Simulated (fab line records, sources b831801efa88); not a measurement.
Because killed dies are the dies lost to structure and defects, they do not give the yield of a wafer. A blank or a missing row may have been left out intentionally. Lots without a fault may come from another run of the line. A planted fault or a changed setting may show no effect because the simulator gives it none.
Problem report, 8D (eight disciplines) form, completed by code | flow sky130 | the parts of the form that need people (team, actions taken, sign-off) are left out

== 1. WHAT WENT WRONG ==
Wafers without a fault read 7.498e+13, standard deviation 8.6e+10; dose-ions-cm2 at SKY_LDD_N_IMPLANT_11 reads a mean of 6.380e+13 on 6 wafers belonging to 2 lots. That is -99 or more standard deviations from the usual mean.
Seen first at day 24 11:19 on implanter-04, wafer L980.2. The record has a number at this step for 18 wafers belonging to 6 lots. Rule for "out", or "out of limits": more than 4 standard deviations from the usual mean. All remaining wafers that have a number are taken as sound.

== 2. WHAT IT IS, AND WHAT IT ISN'T ==
question                    | is                                | is not
which readings at this step | dose-ions-cm2, faraday-current-uA | -
which lots                  | L980, L981                        | L970, L971, L974, L984
which wafers of those lots  | all that have a number            | -
read on which tools         | implanter-04                      | implanter-01, implanter-02
when                        | from day 24 11:19                 | up to then (9 sound wafers); but 3 sound wafers of L984 came after

== 3. SUSPECTS, AND WHAT RULES EACH OUT ==
Counting: a tool at any process step up to the reading remains a suspect when it ran all the lots that are out and ran no sound lot after the first of those.
- implanter-04 at SKY_LDD_N_IMPLANT_11: kept. It processed each lot that is out, first L980 at day 24 11:19, and no sound lot thereafter; up to then, the last sound lot it processed was L971 at day 21 06:16. Out on those wafers are its own readings of dose-ions-cm2, faraday-current-uA.
After counting, what remains is implanter-04 at SKY_LDD_N_IMPLANT_11.

== 4. THE CAUSE (what the simulator had put in) ==
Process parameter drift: implanter-04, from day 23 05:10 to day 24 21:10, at SKY_LDD_N_IMPLANT_11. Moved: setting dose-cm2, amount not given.
Counting left only this tool.

== 5. THE CHAIN OF EFFECTS, in route order ==
Each row: a reading where the mean over the struck wafers with a number is more than 3 standard deviations away from the usual. Only readings for which the record gives a usual standard deviation are gone through. hours: the time from each lot's start at the first step in this table that gives one to its start at this step, as a median over the lots. sigmas: the change in usual standard deviations.
hours | step                 | reading            | usual     | on struck wafers | change     | sigmas
0     | SKY_LDD_N_IMPLANT_11 | dose-ions-cm2      | 7.498e+13 | 6.380e+13        | -1.118e+13 | -99 or more
0     | SKY_LDD_N_IMPLANT_11 | faraday-current-uA | 421       | 361              | -60        | -7.0
It contains these process steps:
- SKY_LDD_N_IMPLANT_11
Later steps that measure or inspect, where all struck wafers having a row at the step show a number for every such reading and not one has moved that far: SKY_LDD_N_TW_MEAS_17.

== 6. HOW IT WOULD HAVE BEEN CAUGHT EARLIER ==
In this record no reading fell out of limits until day 24 11:19, 30 hours after the fault had begun at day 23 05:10.
